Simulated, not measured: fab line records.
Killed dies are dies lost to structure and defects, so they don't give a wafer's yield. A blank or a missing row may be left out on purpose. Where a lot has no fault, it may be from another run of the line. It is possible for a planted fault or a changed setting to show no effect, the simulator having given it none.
The tool behind it: which one?    flow sky130    Sampling: 24 lots, 72 wafers, 5 of 708 route steps

WHAT THE GAUGES SHOWED, per wafer
SKY_VIA2_THK_MEAS_23: measures by xrf. Usual: VIA2_W_THK 420 nm, standard deviation 5.8.
lot   measured      on             VIA2_W_THK (nm)  flag
L074  day 36 03:24  film metro-02  422 423 423      
L075  day 36 06:42  film metro-04  426 417 423      
L076  day 37 01:50  film metro-04  423 426 431      
L077  day 37 04:15  film metro-04  416 427 413      
L078  day 37 19:01  film metro-04  418 420 421      
L079  day 38 09:09  film metro-02  414 411 416      
L080  day 38 09:45  film metro-03  425 430 426      
L081  day 38 12:00  film metro-02  420 419 418      
L082  day 38 16:19  film metro-02  412 415 407      
L083  day 39 04:16  film metro-03  421 427 427      
L084  day 39 05:24  film metro-04  417 424 422      
L085  day 39 14:12  film metro-04  423 415 425      
L086  day 39 23:59  film metro-04  419 416 420      
L087  day 40 07:13  film metro-03  428 423 428      
L088  day 40 10:48  film metro-02  414 418 421      
L089  day 40 20:10  film metro-03  417 426 428      
L090  day 41 04:39  film metro-03  421 421 415      
L091  day 41 14:55  film metro-03  419 417 414      
L092  day 42 07:46  film metro-03  426 430 423      
L093  day 42 09:15  film metro-04  418 417 424      
L095  day 42 10:34  film metro-03  421 418 417      
L094  day 42 13:14  film metro-03  415 420 425      
L096  day 42 17:40  film metro-03  424 434 430      
L097  day 43 01:16  film metro-02  410 412 411      

SKY_METAL5_THK_MEAS_06: measures by xrf. Usual: METAL5_ALCU_THK 1151 nm, standard deviation 14.
lot   measured      on             METAL5_ALCU_THK (nm)  flag
L074  day 42 17:52  film metro-01  1140 1129 1132        
L075  day 42 19:40  film metro-01  1144 1142 1126        
L076  day 43 12:00  film metro-04  1151 1145 1144        
L077  day 43 14:58  film metro-03  1135 1152 1153        
L078  day 44 02:07  film metro-03  1139 1152 1143        
L079  day 44 16:41  film metro-04  1163 1160 1157        
L080  day 44 17:29  film metro-01  1146 1143 1144        
L081  day 44 20:46  film metro-04  1125 1148 1140        
L082  day 44 23:07  film metro-03  1144 1135 1123        
L083  day 45 08:04  film metro-03  1170 1159 1159        
L084  day 45 10:33  film metro-03  1161 1158 1169        
L085  day 45 18:22  film metro-04  1137 1157 1148        
L086  day 45 23:25  film metro-03  1155 1155 1163        
L087  day 46 07:28  film metro-03  1138 1157 1157        
L088  day 46 12:04  film metro-03  1162 1152 1154        
L089  day 46 20:08  film metro-03  1154 1154 1161        
L090  day 47 02:34  film metro-03  1152 1176 1145        
L091  day 47 11:25  film metro-01  1156 1150 1143        
L092  day 48 02:45  film metro-01  1156 1156 1141        
L093  day 48 02:28  film metro-03  1166 1158 1177        
L095  day 48 03:06  film metro-01  1141 1114 1125        
L094  day 48 03:21  film metro-04  1140 1135 1149        
L096  day 48 10:15  film metro-03  1178 1172 1147        
L097  day 48 14:46  film metro-04  1163 1158 1158        

WHAT TOOL EACH LOT RAN ON (gives the tool, then ch and the chambers of the sampled wafers, and finally the start)
lot   SKY_VIA3_ETCH_14                    SKY_VIA4_SPUTTER_17           SKY_VIA4_CMP_21
L074  rie diel-02 ch 0,1,3, day 39 11:23  pvd sputter-01, day 42 16:53  cmp-01 ch 1,2,3, day 42 17:16
L075  rie diel-01 ch 0,2,3, day 39 14:34  pvd sputter-01, day 42 18:41  cmp-02 ch 0,1,3, day 42 19:04
L076  rie diel-03 ch 0,1, day 40 07:46    pvd sputter-02, day 43 11:00  cmp-02 ch 1,2,3, day 43 11:29
L077  rie diel-03 ch 0,3, day 40 10:22    pvd sputter-03, day 43 13:55  cmp-01 ch 0,3, day 43 14:26
L078  rie diel-03 ch 0,2,3, day 41 00:31  pvd sputter-02, day 44 01:08  cmp-02 ch 0,2,3, day 44 01:32
L079  rie diel-01 ch 0,1,2, day 41 14:16  pvd sputter-01, day 44 15:31  cmp-02 ch 0,2, day 44 16:06
L080  rie diel-03 ch 1,2,3, day 41 14:40  pvd sputter-03, day 44 16:31  cmp-02 ch 1,2, day 44 16:56
L081  rie diel-03 ch 0,1,3, day 41 17:29  pvd sputter-02, day 44 19:47  cmp-02 ch 0,2,3, day 44 20:14
L082  rie diel-03 ch 0,1,3, day 41 20:22  pvd sputter-03, day 44 22:08  cmp-02 ch 2,3, day 44 22:31
L083  rie diel-01 ch 1,2, day 42 06:58    pvd sputter-03, day 45 07:05  cmp-02 ch 0,2,3, day 45 07:29
L084  rie diel-03 ch 0,2,3, day 42 09:04  pvd sputter-03, day 45 09:34  cmp-01 ch 1,2,3, day 45 10:01
L085  rie diel-03 ch 1,2,3, day 42 18:08  pvd sputter-03, day 45 17:22  cmp-01 ch 2,3, day 45 17:45
L086  rie diel-03 ch 0,2,3, day 43 01:34  pvd sputter-03, day 45 22:26  cmp-02 ch 1,2, day 45 22:50
L087  rie diel-01 ch 1,3, day 43 08:58    pvd sputter-01, day 46 06:29  cmp-02 ch 0,2,3, day 46 06:56
L088  rie diel-01 ch 0,1,2, day 43 13:01  pvd sputter-03, day 46 11:05  cmp-01 ch 0,3, day 46 11:28
L089  rie diel-01 ch 0,1,2, day 43 21:26  pvd sputter-03, day 46 19:08  cmp-01 ch 0,1,3, day 46 19:38
L090  rie diel-02 ch 0,2,3, day 44 06:37  pvd sputter-03, day 47 01:35  cmp-02 ch 0,1, day 47 01:59
L091  rie diel-02 ch 1,3, day 44 15:38    pvd sputter-02, day 47 10:25  cmp-01 ch 1,2, day 47 10:49
L092  rie diel-02 ch 1,2,3, day 45 06:19  pvd sputter-02, day 48 01:46  cmp-02 ch 1,3, day 48 02:09
L093  rie diel-03 ch 0,2,3, day 45 06:52  pvd sputter-01, day 48 01:29  cmp-01 ch 0,1,3, day 48 01:56
L095  rie diel-03 ch 1,2,3, day 45 09:34  pvd sputter-03, day 48 02:04  cmp-01 ch 0,2,3, day 48 02:31
L094  rie diel-03 ch 1,3, day 45 11:11    pvd sputter-02, day 48 02:22  cmp-02 ch 1,3, day 48 02:45
L096  rie diel-02 ch 0,1,2, day 45 15:43  pvd sputter-01, day 48 09:16  cmp-01 ch 0,1, day 48 09:43
L097  rie diel-02 ch 1,2,3, day 45 21:35  pvd sputter-01, day 48 13:47  cmp-02 ch 0,1,2, day 48 14:14
- SKY_VIA3_ETCH_14: etches BARC in N2/H2, stops on SiO2, time 45.9 s, target depth 60 nm.
- SKY_VIA4_SPUTTER_17: material TiN, target thk 20 nm, time 80 s.
- SKY_VIA4_CMP_21: polishes, stops on SiO2, t overpolish 25 s, target thk 0 nm.

WHAT THE TOOLS THEMSELVES READ (means of the sampled wafers that have a number; where no wafer has one, the mark that the record gives instead)
SKY_VIA3_ETCH_14. Usual: bias w 100.05 W, standard deviation 0.29; drypump motor current A 6.01 A, standard deviation 0.28; oes product au 0.855 a.u., standard deviation 0.0042; throttle valve pct 13.225 %, standard deviation 0.0083.
lot   tool         bias w (W)  drypump motor current A (A)  oes product au (a.u.)  throttle valve pct (%)  flag
L074  rie diel-02  99.96       6.00                         0.853                  13.229                  
L075  rie diel-01  100.29      5.82                         0.855                  13.225                  
L076  rie diel-03  100.11      5.97                         0.853                  13.220                  
L077  rie diel-03  100.17      5.90                         0.856                  13.226                  
L078  rie diel-03  100.15      6.07                         0.856                  13.227                  
L079  rie diel-01  100.22      5.79                         0.855                  13.219                  
L080  rie diel-03  100.03      6.19                         0.855                  13.223                  
L081  rie diel-03  100.29      6.00                         0.848                  13.229                  
L082  rie diel-03  99.88       6.03                         0.853                  13.221                  
L083  rie diel-01  100.06      5.79                         0.856                  13.224                  
L084  rie diel-03  100.07      6.08                         0.854                  13.221                  
L085  rie diel-03  99.92       6.20                         0.851                  13.216                  
L086  rie diel-03  100.35      6.10                         0.855                  13.224                  
L087  rie diel-01  100.12      6.17                         0.853                  13.219                  
L088  rie diel-01  100.07      5.77                         0.854                  13.225                  
L089  rie diel-01  100.14      5.79                         0.858                  13.223                  
L090  rie diel-02  100.00      6.01                         0.854                  13.239                  
L091  rie diel-02  100.34      6.03                         0.857                  13.230                  
L092  rie diel-02  99.68       6.03                         0.854                  13.216                  
L093  rie diel-03  99.83       6.07                         0.855                  13.223                  
L095  rie diel-03  100.08      6.19                         0.857                  13.224                  
L094  rie diel-03  100.22      6.13                         0.850                  13.229                  
L096  rie diel-02  99.98       5.78                         0.857                  13.218                  
L097  rie diel-02  100.07      6.04                         0.857                  13.230                  

SKY_VIA4_SPUTTER_17. Usual: throttle valve pct reads 29.7 % (standard deviation 0.97).
lot   tool            throttle valve pct (%)  flag
L074  pvd sputter-01  29.6                    
L075  pvd sputter-01  29.6                    
L076  pvd sputter-02  29.4                    
L077  pvd sputter-03  29.0                    
L078  pvd sputter-02  29.4                    
L079  pvd sputter-01  29.5                    
L080  pvd sputter-03  30.0                    
L081  pvd sputter-02  29.2                    
L082  pvd sputter-03  31.2                    
L083  pvd sputter-03  30.2                    
L084  pvd sputter-03  29.2                    
L085  pvd sputter-03  30.3                    
L086  pvd sputter-03  31.1                    
L087  pvd sputter-01  29.6                    
L088  pvd sputter-03  30.3                    
L089  pvd sputter-03  29.6                    
L090  pvd sputter-03  30.1                    
L091  pvd sputter-02  28.6                    
L092  pvd sputter-02  29.1                    
L093  pvd sputter-01  29.6                    
L095  pvd sputter-03  30.3                    
L094  pvd sputter-02  29.0                    
L096  pvd sputter-01  29.7                    
L097  pvd sputter-01  29.7                    

SKY_VIA4_CMP_21. Usual: head pressure psi 3.500 psi, standard deviation 0.0077; motor current A 11.8 A, standard deviation 0.83; overpolish run s 25.000 s, standard deviation 0.008; slurry filter dp kPa 13.50 kPa, standard deviation 0.13; time to endpoint s 121 s, standard deviation 4.6.
lot   tool    head pressure psi (psi)  motor current A (A)  overpolish run s (s)  slurry filter dp kPa (kPa)  time to endpoint s (s)  flag
L074  cmp-01  3.499                    11.9                 25.010                13.54                       124                     
L075  cmp-02  3.496                    11.7                 24.996                13.49                       117                     
L076  cmp-02  3.504                    11.8                 25.002                13.45                       117                     
L077  cmp-01  3.501                    12.5                 24.996                13.64                       119                     
L078  cmp-02  3.504                    11.8                 24.998                13.50                       120                     
L079  cmp-02  3.500                    11.4                 24.995                13.58                       125                     
L080  cmp-02  3.500                    11.4                 25.004                13.54                       128                     
L081  cmp-02  3.491                    11.5                 24.997                13.46                       122                     
L082  cmp-02  3.491                    11.9                 25.011                13.35                       117                     
L083  cmp-02  3.501                    11.7                 24.999                13.51                       119                     
L084  cmp-01  3.503                    11.7                 25.010                13.61                       126                     
L085  cmp-01  3.513                    11.3                 24.997                13.44                       119                     
L086  cmp-02  3.500                    10.7                 24.994                13.54                       120                     
L087  cmp-02  3.497                    11.8                 24.998                13.66                       121                     
L088  cmp-01  3.501                    12.4                 24.996                13.48                       115                     
L089  cmp-01  3.504                    12.3                 24.997                13.35                       121                     
L090  cmp-02  3.497                    10.6                 25.009                13.55                       126                     
L091  cmp-01  3.505                    12.0                 25.003                13.60                       121                     
L092  cmp-02  3.505                    11.4                 25.003                13.42                       121                     
L093  cmp-01  3.499                    12.4                 24.999                13.55                       119                     
L095  cmp-01  3.497                    12.0                 25.004                13.45                       127                     
L094  cmp-02  3.494                    12.0                 24.997                13.47                       116                     
L096  cmp-01  3.500                    12.7                 25.002                13.40                       118                     
L097  cmp-02  3.505                    11.1                 24.999                13.51                       123                     

THE ANSWER, worked out from the rows above alone
Rule: take the mean of a lot's wafers that have a number; if it is more than 3 standard deviations from the usual mean, the lot is off. A lot without any number at a reading at which 4 lots or more have one is off too. The other lots that the step has rows for count as sound. The gauges are gone through in route order, then the tools' own readings, and for those a lot's mean is taken as printed above. At the first step where some lot is off, the reading lying furthest off is the one used; lots without a number count as furthest.
No lot is off at any reading shown: from this, nothing can be told.

WHAT THE SIMULATOR PUT IN
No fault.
